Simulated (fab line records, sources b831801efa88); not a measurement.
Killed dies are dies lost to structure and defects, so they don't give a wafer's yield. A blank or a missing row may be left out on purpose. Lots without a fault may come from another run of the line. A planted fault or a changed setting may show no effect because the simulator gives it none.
Which tool did it? | flow sky130 | 11 lots, 33 wafers sampled, at 6 steps of a route of 708

WHAT THE GAUGES READ, wafer by wafer
SKY_NWELL_TW_MEAS_15.
lot  | measured     | on            | NWELL_TW
L392 | day 4 19:47  | film_metro-04 | 1832 1838 1839
L399 | day 6 13:58  | film_metro-03 | 30 30 31 30 30 30
L400 | day 6 19:41  | film_metro-03 | 30 30 30 30 30 30
L406 | day 8 07:56  | film_metro-02 | 1835 1837 1825
L407 | day 8 14:56  | film_metro-02 | 1822 1823 1832
L408 | day 8 19:44  | film_metro-04 | 1840 1831 1834
L409 | day 9 01:59  | film_metro-03 | 1845 1840 1844
L410 | day 9 05:18  | film_metro-03 | 1838 1828 1847
L411 | day 9 11:34  | film_metro-04 | 1840 1844 1857
L413 | day 9 22:35  | film_metro-03 | 1840 1840 1825
L414 | day 10 12:08 | film_metro-04 | 1826 1833 1822

SKY_VIA1_CD_MEAS_12: target cd 150 nm.
lot  | measured     | on        | cd_nm (nm)
L392 | day 34 11:38 | cd_sem-01 | 149.8 150.2 150.2
L406 | day 38 21:32 | cd_sem-01 | 150.2 150.5 149.8
L407 | day 39 06:18 | cd_sem-02 | 151.8 151.8 153.0
L408 | day 39 19:16 | cd_sem-02 | 148.6 150.0 151.1
L409 | day 39 20:23 | cd_sem-01 | 152.6 152.1 151.6
L410 | day 40 00:17 | cd_sem-02 | 149.4 148.0 146.8
L411 | day 40 02:35 | cd_sem-02 | 151.5 152.0 150.0
L413 | day 40 16:40 | cd_sem-01 | 147.4 147.6 147.5
L414 | day 41 07:50 | cd_sem-02 | 150.4 148.6 148.6

WHICH TOOL RAN EACH LOT (tool, then ch and the chambers of the sampled wafers, then the start)
lot  | SKY_PWDE_STRIP_09                   | SKY_NWELL_STRIP_14                   | SKY_SONOS_ONO_STRIP_17               | SKY_CONTACT_SPUTTER_23
L392 | plasma_asher-02 ch 0,1, day 4 02:16 | plasma_asher-04 ch 0,1, day 4 19:41  | plasma_asher-04 ch 0,1, day 12 23:51 | pvd_sputter-01, day 32 04:43
L399 | plasma_asher-02 ch 1, day 5 18:11   | plasma_asher-04 ch 0,1, day 6 13:52  | -                                    | -
L400 | plasma_asher-03 ch 0,1, day 6 00:14 | plasma_asher-03 ch 1, day 6 19:35    | -                                    | -
L406 | plasma_asher-01 ch 0,1, day 7 10:52 | plasma_asher-01 ch 0,1, day 8 07:50  | plasma_asher-04 ch 0,1, day 17 23:34 | pvd_sputter-04, day 36 16:37
L407 | plasma_asher-01 ch 0,1, day 7 17:13 | plasma_asher-03 ch 0,1, day 8 14:50  | plasma_asher-02 ch 0,1, day 18 09:37 | pvd_sputter-01, day 37 01:31
L408 | plasma_asher-03 ch 0, day 7 22:08   | plasma_asher-04 ch 0,1, day 8 19:37  | plasma_asher-04 ch 0,1, day 18 21:34 | pvd_sputter-03, day 37 13:49
L409 | plasma_asher-02 ch 1, day 8 03:19   | plasma_asher-04 ch 0,1, day 9 01:53  | plasma_asher-04 ch 0,1, day 19 01:11 | pvd_sputter-04, day 37 15:35
L410 | plasma_asher-02 ch 0,1, day 8 07:13 | plasma_asher-01 ch 0,1, day 9 05:13  | plasma_asher-04 ch 0,1, day 19 07:30 | pvd_sputter-01, day 37 20:25
L411 | plasma_asher-02 ch 0,1, day 8 13:41 | plasma_asher-01 ch 0,1, day 9 11:28  | plasma_asher-02 ch 0,1, day 19 13:05 | pvd_sputter-04, day 37 21:58
L413 | plasma_asher-02 ch 0,1, day 9 00:13 | plasma_asher-03 ch 0, day 9 22:28    | plasma_asher-01 ch 0,1, day 20 05:04 | pvd_sputter-04, day 38 12:28
L414 | plasma_asher-02 ch 0,1, day 9 09:23 | plasma_asher-01 ch 0,1, day 10 12:02 | plasma_asher-01 ch 0,1, day 20 21:14 | pvd_sputter-01, day 39 03:43
- SKY_PWDE_STRIP_09: strips in O2/N2.
- SKY_NWELL_STRIP_14: strips in O2/N2.
- SKY_SONOS_ONO_STRIP_17: strips in O2/N2.
- SKY_CONTACT_SPUTTER_23: material TiN, target thk 20 nm, time 80 s.

WHAT THE TOOLS THEMSELVES READ (means of the sampled wafers that have a number; where no wafer has one, the mark that the record gives instead)
SKY_PWDE_STRIP_09.
lot  | tool            | chamber_pressure_mTorr (mTorr) | drypump_motor_current_A (A) | oes_product_au (a.u.) | strip_time_to_endpoint_s (s)
L392 | plasma_asher-02 | 1500.9                         | 6.4                         | 0.722                 | 36.86
L399 | plasma_asher-02 | -                              | -                           | -                     | -
L400 | plasma_asher-03 | -                              | -                           | -                     | -
L406 | plasma_asher-01 | 1499.3                         | 5.7                         | 0.721                 | 36.84
L407 | plasma_asher-01 | 1499.4                         | 5.8                         | 0.726                 | 36.92
L408 | plasma_asher-03 | 1499.6                         | 5.6                         | 0.721                 | 37.05
L409 | plasma_asher-02 | 1500.7                         | 6.1                         | 0.721                 | 37.06
L410 | plasma_asher-02 | 1501.3                         | 6.3                         | 0.721                 | 36.90
L411 | plasma_asher-02 | 1501.3                         | 6.4                         | 0.727                 | 36.99
L413 | plasma_asher-02 | 1500.3                         | 6.4                         | 0.729                 | 36.98
L414 | plasma_asher-02 | 1499.1                         | 6.3                         | 0.722                 | 36.75

SKY_NWELL_STRIP_14.
lot  | tool            | chamber_pressure_mTorr (mTorr) | drypump_motor_current_A (A) | oes_product_au (a.u.) | strip_time_to_endpoint_s (s)
L392 | plasma_asher-04 | 1499.9                         | 5.1                         | 0.724                 | 37.04
L399 | plasma_asher-04 | 1499.5                         | 4.9                         | 0.736                 | 81.38
L400 | plasma_asher-03 | 1499.6                         | 5.5                         | 0.738                 | 81.25
L406 | plasma_asher-01 | 1500.2                         | 5.7                         | 0.719                 | 36.93
L407 | plasma_asher-03 | 1498.8                         | 5.6                         | 0.727                 | 36.85
L408 | plasma_asher-04 | 1499.1                         | 4.9                         | 0.719                 | 36.90
L409 | plasma_asher-04 | 1500.1                         | 5.0                         | 0.725                 | 36.98
L410 | plasma_asher-01 | 1499.8                         | 5.7                         | 0.720                 | 36.96
L411 | plasma_asher-01 | 1502.5                         | 5.8                         | 0.720                 | 37.01
L413 | plasma_asher-03 | 1499.9                         | 5.6                         | 0.722                 | 37.14
L414 | plasma_asher-01 | 1499.6                         | 5.7                         | 0.728                 | 37.02

SKY_SONOS_ONO_STRIP_17.
lot  | tool            | chamber_pressure_mTorr (mTorr) | drypump_motor_current_A (A) | oes_product_au (a.u.) | strip_time_to_endpoint_s (s)
L392 | plasma_asher-04 | 1501                           | 4.9                         | 0.708                 | 14.10
L406 | plasma_asher-04 | 1499                           | 5.1                         | 0.710                 | 14.08
L407 | plasma_asher-02 | 1500                           | 6.3                         | 0.706                 | 14.04
L408 | plasma_asher-04 | 1500                           | 5.2                         | 0.711                 | 14.09
L409 | plasma_asher-04 | 1500                           | 5.2                         | 0.717                 | 14.11
L410 | plasma_asher-04 | 1500                           | 5.2                         | 0.713                 | 14.03
L411 | plasma_asher-02 | 1499                           | 6.4                         | 0.710                 | 14.10
L413 | plasma_asher-01 | 1501                           | 5.7                         | 0.711                 | 14.05
L414 | plasma_asher-01 | 1500                           | 5.7                         | 0.710                 | 14.09

SKY_CONTACT_SPUTTER_23.
lot  | tool           | throttle_valve_pct (%)
L392 | pvd_sputter-01 | 29.6
L406 | pvd_sputter-04 | 30.0
L407 | pvd_sputter-01 | 29.0
L408 | pvd_sputter-03 | 30.3
L409 | pvd_sputter-04 | 30.2
L410 | pvd_sputter-01 | 29.2
L411 | pvd_sputter-04 | 30.3
L413 | pvd_sputter-04 | 29.7
L414 | pvd_sputter-01 | 28.8

THE ANSWER, worked out from the rows above alone
Rule: what is usual is taken from the lots themselves. Put in order of their means at a reading, lots are off if they are a third of the lots or fewer, leave a main group of 4 or more, and stand apart from it by a gap of 3 or more times the standard deviation of the main group's means; of several such gaps the widest counts. A main group whose means are all the same, to the digits that the tables above print for the reading, isn't used. A lot without any number at a reading at which 4 lots or more have one is off too. The other lots that the step has rows for count as sound. The gauges are gone through in route order, then the tools' own readings, and for those a lot's mean is taken as printed above. The first step at which some lot is off is used, and at that step the reading that is off furthest; a lot without a number counts as furthest.
Off: L399, L400, at SKY_NWELL_TW_MEAS_15 (NWELL_TW). The main group: mean 1835, standard deviation 6.4.
A tool fits if, at a process step before that reading, it ran every lot that is off, and no sound lot after the first of them. The gauges at SKY_NWELL_TW_MEAS_15 aren't tried: what is off there is off at SKY_PWDE_STRIP_09 too, on other tools, and a gauge's error can't cause that. None of those tried fits.

WHAT THE SIMULATOR HAD PUT IN
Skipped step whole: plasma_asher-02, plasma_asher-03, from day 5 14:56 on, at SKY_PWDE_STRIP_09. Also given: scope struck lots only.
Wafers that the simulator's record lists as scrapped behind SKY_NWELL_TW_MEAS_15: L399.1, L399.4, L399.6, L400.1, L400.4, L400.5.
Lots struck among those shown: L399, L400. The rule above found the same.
